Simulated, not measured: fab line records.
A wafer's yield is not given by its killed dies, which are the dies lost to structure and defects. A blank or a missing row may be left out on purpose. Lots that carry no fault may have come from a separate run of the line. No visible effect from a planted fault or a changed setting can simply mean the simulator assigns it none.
A sampling plan put to the test    flow sky130    one line in one fab, 43 faults in these records, each fault weighed on the records of the lots it struck
Plan = the line's own looks (route steps where a gauge or an inspection reads the wafer without altering it). A look can be judged if struck wafers have a number there and the file gives its usual mean and standard deviation on fault-free wafers. Caught: 4 or more of those standard deviations (sigma) separate the usual mean from the mean of the struck wafers at a look after the fault's first step. On the tool: the fault's steps, tested the same way using the tool's own readings. Also counted as caught: the struck wafers showing another recipe, or a record that is empty for them alone.

== THE FAULTS, as the simulator had put them in ==
1. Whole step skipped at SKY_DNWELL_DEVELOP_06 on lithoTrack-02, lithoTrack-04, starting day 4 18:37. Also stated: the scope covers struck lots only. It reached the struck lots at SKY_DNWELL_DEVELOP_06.
2. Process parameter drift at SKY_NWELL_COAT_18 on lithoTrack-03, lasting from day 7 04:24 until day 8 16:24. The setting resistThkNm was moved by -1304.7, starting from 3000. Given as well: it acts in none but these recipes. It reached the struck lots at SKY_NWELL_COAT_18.
3. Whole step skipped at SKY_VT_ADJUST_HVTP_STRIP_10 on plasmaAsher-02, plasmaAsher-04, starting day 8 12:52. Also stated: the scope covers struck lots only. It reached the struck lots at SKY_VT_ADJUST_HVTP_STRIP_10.
4. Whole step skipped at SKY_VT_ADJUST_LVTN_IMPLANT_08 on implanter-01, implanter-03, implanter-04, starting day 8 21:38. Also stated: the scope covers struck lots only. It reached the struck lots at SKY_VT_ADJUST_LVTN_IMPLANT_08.
5. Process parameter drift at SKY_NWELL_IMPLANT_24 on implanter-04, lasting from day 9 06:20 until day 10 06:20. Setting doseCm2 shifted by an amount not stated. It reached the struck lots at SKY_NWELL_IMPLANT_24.
6. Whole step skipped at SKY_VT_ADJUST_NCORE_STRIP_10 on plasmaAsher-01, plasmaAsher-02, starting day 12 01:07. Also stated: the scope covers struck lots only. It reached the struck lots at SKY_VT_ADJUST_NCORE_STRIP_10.
7. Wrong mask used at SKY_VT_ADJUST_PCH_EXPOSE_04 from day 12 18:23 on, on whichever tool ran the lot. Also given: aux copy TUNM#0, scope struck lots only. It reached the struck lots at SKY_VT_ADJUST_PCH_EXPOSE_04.
8. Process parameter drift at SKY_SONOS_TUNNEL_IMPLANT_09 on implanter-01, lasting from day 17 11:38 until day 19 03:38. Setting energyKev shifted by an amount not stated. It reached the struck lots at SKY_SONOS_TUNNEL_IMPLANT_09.
9. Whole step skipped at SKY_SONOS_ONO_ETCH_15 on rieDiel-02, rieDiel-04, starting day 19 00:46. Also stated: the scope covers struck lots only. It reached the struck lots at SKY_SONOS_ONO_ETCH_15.
10. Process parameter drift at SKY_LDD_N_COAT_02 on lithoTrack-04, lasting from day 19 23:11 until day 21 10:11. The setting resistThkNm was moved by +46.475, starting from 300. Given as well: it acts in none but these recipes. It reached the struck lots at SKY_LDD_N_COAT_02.
11. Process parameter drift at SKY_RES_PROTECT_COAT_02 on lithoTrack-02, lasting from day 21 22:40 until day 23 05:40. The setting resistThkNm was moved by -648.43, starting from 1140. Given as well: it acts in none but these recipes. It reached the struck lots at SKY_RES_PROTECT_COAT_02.
12. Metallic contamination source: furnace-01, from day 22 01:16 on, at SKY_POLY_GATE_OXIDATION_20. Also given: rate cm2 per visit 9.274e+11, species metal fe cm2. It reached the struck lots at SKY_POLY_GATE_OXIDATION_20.
13. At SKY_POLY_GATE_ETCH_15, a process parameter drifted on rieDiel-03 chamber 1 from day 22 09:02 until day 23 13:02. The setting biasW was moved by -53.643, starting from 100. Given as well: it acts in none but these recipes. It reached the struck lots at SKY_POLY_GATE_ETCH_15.
14. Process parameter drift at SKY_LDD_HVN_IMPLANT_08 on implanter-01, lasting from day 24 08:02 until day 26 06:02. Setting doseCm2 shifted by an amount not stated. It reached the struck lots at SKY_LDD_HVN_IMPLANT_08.
15. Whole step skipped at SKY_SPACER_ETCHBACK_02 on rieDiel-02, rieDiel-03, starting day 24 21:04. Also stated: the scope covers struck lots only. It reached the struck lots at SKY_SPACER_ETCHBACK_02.
16. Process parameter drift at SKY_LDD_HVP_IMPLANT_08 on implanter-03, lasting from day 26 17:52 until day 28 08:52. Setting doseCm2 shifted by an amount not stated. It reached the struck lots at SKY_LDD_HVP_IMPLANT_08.
17. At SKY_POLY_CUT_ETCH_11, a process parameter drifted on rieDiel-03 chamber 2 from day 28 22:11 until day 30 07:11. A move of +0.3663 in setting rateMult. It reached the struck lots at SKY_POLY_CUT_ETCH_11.
18. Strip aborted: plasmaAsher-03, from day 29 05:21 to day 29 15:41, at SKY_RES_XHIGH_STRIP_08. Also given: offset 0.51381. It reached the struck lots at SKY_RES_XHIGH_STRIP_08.
19. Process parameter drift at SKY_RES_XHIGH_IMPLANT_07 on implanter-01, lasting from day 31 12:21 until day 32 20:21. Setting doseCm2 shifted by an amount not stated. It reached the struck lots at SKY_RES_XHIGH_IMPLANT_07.
20. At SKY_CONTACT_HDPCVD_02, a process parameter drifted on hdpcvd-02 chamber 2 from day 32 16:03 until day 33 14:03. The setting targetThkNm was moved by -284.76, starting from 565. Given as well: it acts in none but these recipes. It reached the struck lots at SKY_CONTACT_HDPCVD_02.
21. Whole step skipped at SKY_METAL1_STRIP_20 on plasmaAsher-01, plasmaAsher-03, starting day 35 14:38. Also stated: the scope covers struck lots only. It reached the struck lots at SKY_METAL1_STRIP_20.
22. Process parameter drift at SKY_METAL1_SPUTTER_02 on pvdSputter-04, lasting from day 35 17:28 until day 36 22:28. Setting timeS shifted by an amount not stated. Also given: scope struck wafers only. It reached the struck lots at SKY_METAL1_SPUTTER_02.
23. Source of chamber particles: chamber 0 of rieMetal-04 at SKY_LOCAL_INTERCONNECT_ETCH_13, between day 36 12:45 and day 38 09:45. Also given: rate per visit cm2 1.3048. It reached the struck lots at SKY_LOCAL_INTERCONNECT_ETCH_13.
24. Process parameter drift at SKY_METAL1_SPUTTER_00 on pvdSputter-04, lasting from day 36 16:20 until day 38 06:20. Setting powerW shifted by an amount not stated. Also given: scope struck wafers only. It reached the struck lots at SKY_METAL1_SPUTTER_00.
25. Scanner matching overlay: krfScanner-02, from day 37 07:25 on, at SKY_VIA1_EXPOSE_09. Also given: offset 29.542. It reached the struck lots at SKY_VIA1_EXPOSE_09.
26. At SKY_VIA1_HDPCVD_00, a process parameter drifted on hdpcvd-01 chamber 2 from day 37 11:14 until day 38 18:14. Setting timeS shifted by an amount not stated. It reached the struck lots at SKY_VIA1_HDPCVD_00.
27. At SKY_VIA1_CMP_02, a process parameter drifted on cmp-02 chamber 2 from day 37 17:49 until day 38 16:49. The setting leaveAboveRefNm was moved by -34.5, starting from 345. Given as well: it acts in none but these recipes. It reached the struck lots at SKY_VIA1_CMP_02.
28. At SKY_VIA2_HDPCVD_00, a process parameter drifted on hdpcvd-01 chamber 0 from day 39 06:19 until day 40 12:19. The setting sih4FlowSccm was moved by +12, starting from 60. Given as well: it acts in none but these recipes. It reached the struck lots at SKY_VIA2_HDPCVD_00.
29. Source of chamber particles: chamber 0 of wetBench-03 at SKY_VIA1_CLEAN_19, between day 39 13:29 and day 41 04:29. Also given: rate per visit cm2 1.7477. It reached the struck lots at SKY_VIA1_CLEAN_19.
30. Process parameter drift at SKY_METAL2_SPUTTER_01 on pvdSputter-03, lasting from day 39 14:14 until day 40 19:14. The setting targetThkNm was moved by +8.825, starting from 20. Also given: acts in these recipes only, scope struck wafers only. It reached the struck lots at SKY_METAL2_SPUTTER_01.
31. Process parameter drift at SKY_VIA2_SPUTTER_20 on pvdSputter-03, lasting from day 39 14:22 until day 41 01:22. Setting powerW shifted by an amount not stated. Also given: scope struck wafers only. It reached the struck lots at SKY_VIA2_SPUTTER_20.
32. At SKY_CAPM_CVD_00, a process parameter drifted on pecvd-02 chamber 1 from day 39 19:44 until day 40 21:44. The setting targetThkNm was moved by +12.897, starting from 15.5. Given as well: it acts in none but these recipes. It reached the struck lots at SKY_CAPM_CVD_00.
33. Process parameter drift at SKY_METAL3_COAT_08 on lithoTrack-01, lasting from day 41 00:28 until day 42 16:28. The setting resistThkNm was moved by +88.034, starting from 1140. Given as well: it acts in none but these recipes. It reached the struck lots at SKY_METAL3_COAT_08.
34. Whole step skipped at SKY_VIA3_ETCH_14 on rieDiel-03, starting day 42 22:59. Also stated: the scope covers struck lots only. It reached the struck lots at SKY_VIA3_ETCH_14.
35. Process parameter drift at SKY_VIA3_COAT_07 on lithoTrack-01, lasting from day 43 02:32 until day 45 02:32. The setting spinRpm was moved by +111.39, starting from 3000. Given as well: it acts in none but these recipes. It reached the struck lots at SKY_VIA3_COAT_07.
36. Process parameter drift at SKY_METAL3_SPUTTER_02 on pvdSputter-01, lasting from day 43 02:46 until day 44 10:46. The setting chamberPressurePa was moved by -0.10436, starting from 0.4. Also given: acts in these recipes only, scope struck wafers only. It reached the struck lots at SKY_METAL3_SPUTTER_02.
37. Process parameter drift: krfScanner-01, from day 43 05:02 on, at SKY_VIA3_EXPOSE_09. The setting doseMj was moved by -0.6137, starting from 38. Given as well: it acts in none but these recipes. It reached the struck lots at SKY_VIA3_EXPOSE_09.
38. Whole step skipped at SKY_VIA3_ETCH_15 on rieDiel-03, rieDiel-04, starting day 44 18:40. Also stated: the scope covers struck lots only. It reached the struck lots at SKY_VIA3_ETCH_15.
39. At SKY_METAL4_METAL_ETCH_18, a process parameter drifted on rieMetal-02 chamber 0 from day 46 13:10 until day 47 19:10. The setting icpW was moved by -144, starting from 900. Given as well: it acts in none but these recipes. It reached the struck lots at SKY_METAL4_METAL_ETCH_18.
40. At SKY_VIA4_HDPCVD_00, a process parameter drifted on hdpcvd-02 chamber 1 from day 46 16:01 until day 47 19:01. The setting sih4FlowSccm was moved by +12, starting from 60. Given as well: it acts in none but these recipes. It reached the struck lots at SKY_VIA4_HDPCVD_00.
41. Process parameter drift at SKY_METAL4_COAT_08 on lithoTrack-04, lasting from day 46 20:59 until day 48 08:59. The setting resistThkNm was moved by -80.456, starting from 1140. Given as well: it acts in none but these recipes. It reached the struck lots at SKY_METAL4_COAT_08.
42. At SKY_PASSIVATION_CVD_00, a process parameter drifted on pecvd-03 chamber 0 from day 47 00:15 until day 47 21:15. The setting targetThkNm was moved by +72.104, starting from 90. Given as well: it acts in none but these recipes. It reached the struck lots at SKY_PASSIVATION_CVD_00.
43. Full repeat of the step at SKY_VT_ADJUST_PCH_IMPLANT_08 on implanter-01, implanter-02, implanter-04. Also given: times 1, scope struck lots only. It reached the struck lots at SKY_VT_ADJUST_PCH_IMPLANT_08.

== WHAT THE PLAN SAW ==
fault  on the tool itself                                first look that catches it                       reading, sigma                                median hours from its first step to that look  hours from the fault's start to the first struck lot there  judged looks passed uncaught
1      the tool's record is blank for the struck wafers  SKY_DNWELL_TW_MEAS_09                            DNWELL_TW -90                                 1.2                                            1                                                           0
2      no reading that can be judged                     not the one look that can be judged after it     -                                             -                                              -                                                           1
3      the tool's record is blank for the struck wafers  SKY_VT_ADJUST_LVTN_TW_MEAS_10                    VT_ADJUST_LVTN_TW -87                         22.0                                           26                                                          1
4      the tool's record is blank for the struck wafers  SKY_VT_ADJUST_LVTN_TW_MEAS_10                    VT_ADJUST_LVTN_TW -87                         0.2                                            1                                                           0
5      doseIonsCm2 +99 or beyond sigma                   SKY_NWELL_TW_MEAS_26                             NWELL_2_TW +63                                0.2                                            5                                                           0
6      the tool's record is blank for the struck wafers  SKY_VT_ADJUST_HVTR_TW_MEAS_11                    VT_ADJUST_HVTR_TW -86                         22.5                                           25                                                          0
7      no reading that can be judged                     SKY_VT_ADJUST_PCH_TW_MEAS_10                     VT_ADJUST_PCH_TW -74                          12.5                                           17                                                          0
8      beamEnergyKeV -99 or beyond sigma                 no look after it can be judged                   -                                             -                                              -                                                           0
9      the tool's record is blank for the struck wafers  no look after it can be judged                   -                                             -                                              -                                                           0
10     no reading that can be judged                     not the one look that can be judged after it     -                                             -                                              -                                                           1
11     under 2 sigma                                     none of the 2 looks that can be judged after it  -                                             -                                              -                                                           2
12     no reading that can be judged                     no look after it can be judged                   -                                             -                                              -                                                           0
13     biasW -99 or beyond sigma                         no look after it can be judged                   -                                             -                                              -                                                           0
14     doseIonsCm2 +99 or beyond sigma                   SKY_LDD_HVN_TW_MEAS_10                           LDD_HVN_TW +12                                0.2                                            8                                                           0
15     the tool's record is blank for the struck wafers  no look after it can be judged                   -                                             -                                              -                                                           0
16     doseIonsCm2 -99 or beyond sigma                   SKY_LDD_HVP_TW_MEAS_10                           LDD_HVP_TW -10                                0.2                                            6                                                           0
17     under 2 sigma                                     no look after it can be judged                   -                                             -                                              -                                                           0
18     oesProductAu +44 sigma                            SKY_SD_N_TW_MEAS_12                              SD_N_TW -71                                   28.8                                           39                                                          1
19     doseIonsCm2 +16 sigma                             SKY_SD_N_RS_MEAS_18                              RES_XHIGH_RS -5.2                             28.4                                           34                                                          0
20     no reading that can be judged                     SKY_CONTACT_THK_MEAS_03                          CONTACT_HDPCVD_THK -44                        0.1                                            5                                                           0
21     no reading that can be judged                     no look after it can be judged                   -                                             -                                              -                                                           0
22     under 2 sigma                                     SKY_METAL1_RS_MEAS_05                            METAL1_ALCU_RS -10                            0.1                                            7                                                           0
23     under 2 sigma                                     not the one look that can be judged after it     -                                             -                                              -                                                           1
24     cathodeDcPowerW -99 or beyond sigma               no look after it can be judged                   -                                             -                                              -                                                           0
25     under 2 sigma                                     SKY_VIA1_OVL_MEAS_13                             VIA1_OVL +6.5                                 13.2                                           16                                                          0
26     runLengthS -57 sigma                              SKY_VIA1_THK_MEAS_01                             VIA1_HDPCVD_THK -15                           0.1                                            7                                                           0
27     under 2 sigma                                     no look after it can be judged                   -                                             -                                              -                                                           0
28     sih4FlowSccm +69 sigma                            SKY_VIA2_THK_MEAS_01                             VIA2_HDPCVD_THK +18                           0.1                                            4                                                           0
29     no reading that can be judged                     not the one look that can be judged after it     -                                             -                                              -                                                           1
30     under 2 sigma                                     no look after it can be judged                   -                                             -                                              -                                                           0
31     cathodeDcPowerW +99 or beyond sigma               no look after it can be judged                   -                                             -                                              -                                                           0
32     under 2 sigma                                     SKY_CAPM_THK_MEAS_01                             CAPM_CVD_00_THK +58                           0.0                                            6                                                           0
33     under 2 sigma                                     no look after it can be judged                   -                                             -                                              -                                                           0
34     the tool's record is blank for the struck wafers  no look after it can be judged                   -                                             -                                              -                                                           0
35     spinSpeedRpm +44 sigma                            no look after it can be judged                   -                                             -                                              -                                                           0
36     chamberPressurePa -99 or beyond sigma             no look after it can be judged                   -                                             -                                              -                                                           0
37     exposureDoseMJCm2 -14 sigma                       none of the 2 looks that can be judged after it  strongest: cdNm at SKY_VIA3_CD_MEAS_12, -2.5  -                                              -                                                           2
38     the tool's record is blank for the struck wafers  no look after it can be judged                   -                                             -                                              -                                                           0
39     rfFwdPowerW -47 sigma                             not the one look that can be judged after it     -                                             -                                              -                                                           1
40     sih4FlowSccm +67 sigma                            SKY_VIA4_THK_MEAS_01                             VIA4_HDPCVD_THK +19                           0.2                                            4                                                           0
41     under 2 sigma                                     not the one look that can be judged after it     -                                             -                                              -                                                           1
42     under 2 sigma                                     SKY_PASSIVATION_THK_MEAS_01                      PASSIVATION_CVD_00_THK +55                    0.0                                            7                                                           0
43     under 2 sigma                                     SKY_VT_ADJUST_PCH_TW_MEAS_10                     VT_ADJUST_PCH_TW +19                          0.6                                            -                                                           0
Dash: fault not caught, or number not given in these records.

Caught at a look: 19 of 43. Caught on the tool: 24 of 43. By one or the other: 31 of 43.
Caught on the tool alone: faults 8, 9, 13, 15, 24, 31, 34, 35, 36, 37, 38, 39.
Caught at a look alone: faults 7, 20, 22, 25, 32, 42, 43.
Caught by neither: faults 2, 10, 11, 12, 17, 21, 23, 27, 29, 30, 33, 41.

== THINNER SAMPLING ==
If the look that catches a fault measured only every second or every third lot, by lot number, the first struck lot would be measured this late in the worst case:
fault  struck lots at that look, in order of time  every lot  every second lot  every third lot
1      L907, L908, L909                            1 h        7 h               8 h
3      L874, L875, L876                            26 h       35 h              41 h
4      L936, L937, L938                            1 h        8 h               9 h
5      L640, L641, L643                            5 h        11 h              may miss all 3
6      L927, L928                                  25 h       34 h              may miss all 2
7      L343                                        17 h       may miss it       may miss it
14     L210, L212                                  8 h        may miss all 2    may miss all 2
16     L201, L204                                  6 h        35 h              may miss all 2
18     L764                                        39 h       may miss it       may miss it
19     L955, L956                                  34 h       36 h              may miss all 2
20     L687, L690                                  5 h        16 h              may miss all 2
22     L831, L832, L833                            7 h        19 h              20 h
25     L837, L841                                  16 h       may miss all 2    may miss all 2
26     L441, L442                                  7 h        12 h              may miss all 2
28     L572                                        4 h        may miss it       may miss it
32     L169, L171                                  6 h        may miss all 2    may miss all 2
40     L241                                        4 h        may miss it       may miss it
42     L920                                        7 h        may miss it       may miss it
The hour figures run from when the fault began to the first measured lot among those it struck. The limit of 4 sigma was tested on all struck wafers together, so one lot alone may lie under it. Other struck lots may not be in these records.

== THE LONGEST TIMED WAY FROM STEP TO LOOK ==
Fault 18: the median time between SKY_RES_XHIGH_STRIP_08 and SKY_SD_N_TW_MEAS_12 is 28.8 hours. The look between them that can be judged stayed within 4 sigma: SKY_SD_N_CD_MEAS_07.
